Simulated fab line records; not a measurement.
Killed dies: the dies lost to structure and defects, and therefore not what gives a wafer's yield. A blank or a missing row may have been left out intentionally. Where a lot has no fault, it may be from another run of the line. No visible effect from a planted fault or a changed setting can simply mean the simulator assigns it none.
One fault through the eyes of 2 desks :: flow sky130 :: each desk holds nothing but its own numbers, with what lay behind them at the end

== DESK OF THE TOOL OWNER: cmp-01 ==
The tool's own readings at SKY_FIELD_ISO_CMP_27 (polishes, stops on Si3N4, t overpolish 16 s, target thk 457.8 nm): means of the sampled wafers that have a number, for each lot that ran on this tool. If a lot's mean is further than 4 standard deviations from the usual mean, the lot is out of limits and carries the mark OUT (the distance appears in the brackets).
Columns: A = motorCurrentA at SKY_FIELD_ISO_CMP_27, usual 11.8 A; B = overpolishRunS at SKY_FIELD_ISO_CMP_27, usual 16.001 s; C = timeToEndpointS at SKY_FIELD_ISO_CMP_27, usual 110 s
lot: L485
first seen here: day 2 08:50
A: 11.7
B: 15.998
C: 111

lot: L486
first seen here: day 2 17:36
A: 11.5
B: 15.994
C: 118

lot: L487
first seen here: day 2 23:36
A: 12.2
B: 15.999
C: 116

lot: L489
first seen here: day 3 05:31
A: 10.9
B: 16.008
C: 115

lot: L494
first seen here: day 4 07:34
A: 13.8
B: 16.000
C: 84 (-6.7) OUT

lot: L497
first seen here: day 5 01:49
A: 11.8
B: 16.004
C: 96

lot: L500
first seen here: day 5 18:15
A: 10.6
B: 16.000
C: 84 (-6.5) OUT
Finding of this desk: L494, L500 out of limits; the first was L494 at day 4 07:34, on timeToEndpointS at SKY_FIELD_ISO_CMP_27. In limits: L485, L486, L487, L489, L497.

== AT THE METROLOGY DESK ==
Means of the sampled wafers that have a number, per lot and without regard to the tool the lot ran on: this is what the gauges read. If a lot's mean is further than 4 standard deviations from the usual mean, the lot is out of limits and carries the mark OUT (the distance appears in the brackets).
Columns: A = FIELD_ISO_CVD_24_THK at SKY_FIELD_ISO_THK_MEAS_25, usual 594 nm; B = NWELL_OXIDATION_THK at SKY_NWELL_THK_MEAS_02, usual 10.11 nm; C = PWDE_OVL at SKY_PWDE_OVL_MEAS_07, usual -0.5 nm
lot: L485
first seen here: day 2 07:17
A: 586
B: 10.01
C: -0.1

lot: L486
first seen here: day 2 13:25
A: 595
B: 9.95
C: -0.6

lot: L487
first seen here: day 2 19:57
A: 597
B: 10.25
C: 0.3

lot: L488
first seen here: day 2 23:55
A: 596
B: 9.84
C: -1.9

lot: L489
first seen here: day 3 03:02
A: 589
B: 9.92
C: -0.5

lot: L490
first seen here: day 3 11:08
A: 586
B: 10.13
C: 0.2

lot: L494
first seen here: day 4 05:52
A: 592
B: 10.13
C: -0.4

lot: L497
first seen here: day 4 23:01
A: 598
B: 10.20
C: -1.0

lot: L500
first seen here: day 5 15:21
A: 595
B: 10.32
C: 0.4

lot: L501
first seen here: day 5 21:56
A: 603
B: 10.35
C: 0.3

lot: L506
first seen here: day 6 21:21
A: 594
B: 9.85
C: 1.0

lot: L505
first seen here: day 6 21:22
A: 593
B: 9.76
C: -1.7

lot: L507
first seen here: day 7 00:29
A: 598
B: 10.15
C: -0.4
This desk's finding: nothing out of limits on any of the 13 lots.

== PUT TOGETHER ==
The tool owner's desk had the chance to raise an alarm at day 4 07:34 on L494, L500.
The metrology desk saw nothing out of limits.
The metrology desk has L494, L500 on record, within its limits.
The lots listed all ran SKY_FIELD_ISO_CMP_27 on cmp-01.

== WHAT THE SIMULATOR HAD PUT IN ==
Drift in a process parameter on cmp-01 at SKY_FIELD_ISO_CMP_27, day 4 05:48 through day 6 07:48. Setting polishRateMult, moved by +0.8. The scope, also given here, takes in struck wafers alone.
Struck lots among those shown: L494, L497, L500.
Hours from the fault's start to each desk's first reading out of limits: the tool owner's desk, 2.
